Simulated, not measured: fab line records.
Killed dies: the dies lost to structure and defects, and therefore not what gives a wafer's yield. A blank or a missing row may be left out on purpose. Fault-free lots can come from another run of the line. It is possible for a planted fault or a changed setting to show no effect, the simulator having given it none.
Problem report, 8D (eight disciplines) form, completed by code + flow sky130 + the parts of the form that need people (team, actions taken, sign-off) are left out

1. WHAT WENT WRONG
Wafers with no fault read 100.0 W with a standard deviation of 0.33, whereas bias_w at SKY_POLY_GATE_ETCH_15 reads a mean of 45.7 W on 1 wafer of 1 lot. That is -99 or more standard deviations from the usual mean.
The step: etches BARC in N2/H2, stops on SiO2, time 118.5 s, target depth 110 nm.
Seen first at day 23 09:16 on rie_diel-03, wafer L879.5. Wafers with a number at this step in the record: 33, from 11 lots. By rule, "out" or "out of limits" means more than 4 standard deviations away from the usual mean. The rest of the wafers with a number are treated as sound.

2. WHAT THIS IS AND IS NOT
| question                    | is                | is not                                                                              |
|-----------------------------|-------------------|-------------------------------------------------------------------------------------|
| which readings at this step | bias_w            | chamber_pressure_mTorr, drypump_motor_current_A, oes_product_au, throttle_valve_pct |
| which lots                  | L879              | L860, L861, L862, L864, L867, L868, L869, L870, L881, L883                          |
| which wafers of those lots  | L879.5            | L879.2, L879.6                                                                      |
| read on which tools         | rie_diel-03       | rie_diel-01, rie_diel-04                                                            |
| when                        | from day 23 09:16 | up to then (26 sound wafers); but 6 sound wafers of L881, L883 came after           |

3. THE SUSPECTS, EACH WITH WHAT RULES IT OUT
Counting: any tool at a process step up to the reading remains a suspect provided it ran every lot that is out. Sound lots after the first of them don't rule it out here, since some wafers of a struck lot are sound.
- plasma_asher-03 at SKY_VT_ADJUST_PCH_STRIP_09 (strips in O2/N2): kept. The lot that is out, L879, ran on it at day 16 10:32; the last sound lot it ran before that was L869, at day 13 11:27.
- rie_diel-03 at SKY_POLY_GATE_ETCH_15 (etches BARC in N2/H2, stops on SiO2, time 118.5 s, target depth 110 nm): kept. The lot that is out, L879, ran on it at day 23 09:16; the last sound lot it ran before that was L869, at day 20 02:32. Its own bias_w readings are out on those wafers.
- At SKY_POLY_GATE_ETCH_15 on rie_diel-03, chamber 2 took the sound wafers of the same lots and chamber 1 took the wafers that are out.
Left after counting: plasma_asher-03 at SKY_VT_ADJUST_PCH_STRIP_09, rie_diel-03 at SKY_POLY_GATE_ETCH_15.

4. THE CAUSE (what the simulator had put in)
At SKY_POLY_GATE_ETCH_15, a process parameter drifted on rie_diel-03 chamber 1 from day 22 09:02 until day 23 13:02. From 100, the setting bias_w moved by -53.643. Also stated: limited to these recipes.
Of the 2 suspects that counting leaves, this tool is one.

5. THE CHAIN OF EFFECTS, in route order
Rows list readings where the struck wafers' mean (over those with a number) sits beyond 3 standard deviations from the usual. Scope: only readings with a usual standard deviation given in the record; hours: median across lots of the time from each lot's start at the first step in this table that gives one to its start at this step; sigmas: change in usual standard deviations.
| hours | step                   | reading                  | usual   | on struck wafers | change | sigmas      |
|-------|------------------------|--------------------------|---------|------------------|--------|-------------|
| 0     | SKY_POLY_GATE_ETCH_15  | bias_w                   | 100.0 W | 45.7             | -54.3  | -99 or more |
| 0     | SKY_POLY_GATE_STRIP_18 | strip_time_to_endpoint_s | 3.14 s  | 3.32             | +0.18  | +4.5        |
Here are the process steps it includes:
- SKY_POLY_GATE_ETCH_15: etches BARC in N2/H2, stops on SiO2, time 118.5 s, target depth 110 nm.
- SKY_POLY_GATE_STRIP_18: strips in O2/N2.

6. HOW IT WOULD HAVE BEEN CAUGHT EARLIER
The fault began at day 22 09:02; the first out-of-limits reading in this record came at day 23 09:16, 24 hours later.
